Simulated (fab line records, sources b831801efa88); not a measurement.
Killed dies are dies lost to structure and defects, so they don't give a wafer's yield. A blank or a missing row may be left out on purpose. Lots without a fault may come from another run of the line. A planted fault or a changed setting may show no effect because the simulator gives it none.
Chamber matching | flow sky130 | SKY_FIELD_ISO_CMP_27 on cmp-01: 4 sister chambers
The step polishes, stops on Si3N4, t overpolish 16 s, target thk 457.8 nm. 33 wafers are shown with their chamber, then 12 later ones without.

WAFERS WITH THEIR CHAMBER
wafer  | chamber | motor_current_A (A) | time_to_endpoint_s (s) | overpolish_run_s (s)
L074.1 | 1       | 12.7                | 113                    | 15.982
L074.4 | 0       | 9.8                 | 110                    | 16.009
L074.6 | 2       | 12.6                | 103                    | 15.990
L076.2 | 0       | 10.0                | 113                    | 15.994
L076.3 | 2       | 13.2                | 110                    | 16.021
L076.6 | 2       | 12.7                | 107                    | 15.984
L080.2 | 3       | 12.7                | 120                    | 15.983
L080.3 | 1       | 12.5                | 114                    | 16.000
L080.5 | 1       | 12.9                | 110                    | 15.997
L082.1 | 1       | 12.4                | 113                    | 16.003
L082.3 | 3       | 14.1                | 118                    | 16.004
L082.6 | 1       | 12.3                | 109                    | 15.999
L083.1 | 0       | 9.6                 | 112                    | 15.988
L083.2 | 1       | 12.5                | 108                    | 16.005
L083.4 | 2       | 11.6                | 108                    | 15.988
L087.3 | 3       | 12.8                | 116                    | 16.008
L087.4 | 2       | 13.3                | 108                    | 15.993
L087.5 | 2       | 13.2                | 103                    | 15.997
L089.1 | 2       | 12.8                | 113                    | 15.971
L089.3 | 1       | 12.7                | 113                    | 15.991
L089.5 | 2       | 12.4                | 105                    | 15.990
L090.1 | 1       | 13.4                | 112                    | 15.999
L090.4 | 0       | 10.0                | 110                    | 16.009
L090.6 | 1       | 12.7                | 107                    | 15.983
L090.2 | 2       | 13.0                | 108                    | 15.996
L090.3 | 3       | 12.5                | 114                    | 16.004
L090.5 | 2       | 12.5                | 103                    | 15.999
L091.3 | 0       | 9.2                 | 112                    | 16.005
L091.4 | 3       | 12.8                | 120                    | 16.011
L091.6 | 0       | 9.5                 | 112                    | 16.003
L091.1 | 1       | 12.8                | 116                    | 15.983
L091.2 | 2       | 12.4                | 111                    | 15.999
L091.5 | 1       | 12.2                | 115                    | 15.988

SIGNATURES (means of the wafers above)
reading            | chamber 0 | chamber 1 | chamber 2 | chamber 3 | scatter within a chamber
motor_current_A    | 9.683     | 12.645    | 12.700    | 12.980    | 0.44
time_to_endpoint_s | 111.50    | 111.82    | 107.18    | 117.60    | 2.85
overpolish_run_s   | 16.00133  | 15.99364  | 15.99345  | 16.00200  | 0.0103
Rule: a wafer's distance from a chamber is the root of the sum, over the readings, of the square of ((its reading less the chamber's mean) divided by the reading's scatter). The wafer belongs to the nearest chamber; if the next one is less than 2 further off, it can't be placed. The scatter: the root of (the sum of the squares of (reading less its chamber's mean) over the shown wafers, divided by (wafers less chambers)).

WAFERS WITHOUT THEIR CHAMBER
wafer  | motor_current_A (A) | time_to_endpoint_s (s) | overpolish_run_s (s)
L093.1 | 13.1                | 110                    | 15.998
L093.2 | 9.8                 | 112                    | 15.998
L093.3 | 13.8                | 120                    | 15.992
L093.4 | 12.8                | 112                    | 15.993
L093.5 | 13.0                | 110                    | 16.000
L093.6 | 12.8                | 119                    | 15.991
L094.2 | 10.0                | 114                    | 15.981
L094.3 | 12.2                | 113                    | 15.995
L094.6 | 13.0                | 109                    | 16.007
L096.2 | 12.5                | 118                    | 15.995
L096.4 | 9.6                 | 108                    | 16.014
L096.6 | 13.9                | 114                    | 16.009

WHICH CHAMBER EACH WENT THROUGH
wafer  | from the rows above          | in truth
L093.1 | can't be placed: 1 or 2 or 3 | 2
L093.2 | 0                            | 0
L093.3 | can't be placed: 3 or 1      | 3
L093.4 | can't be placed: 1 or 2 or 3 | 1
L093.5 | can't be placed: 1 or 2 or 3 | 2
L093.6 | can't be placed: 3 or 1      | 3
L094.2 | 0                            | 0
L094.3 | can't be placed: 1 or 2 or 3 | 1
L094.6 | can't be placed: 2 or 1 or 3 | 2
L096.2 | can't be placed: 3 or 1      | 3
L096.4 | 0                            | 0
L096.6 | can't be placed: 3 or 1 or 2 | 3
Placed correctly: 3 of 12. Can't be placed from these rows: 9 (the true chamber is among the candidates in 9). Placed wrongly: 0.
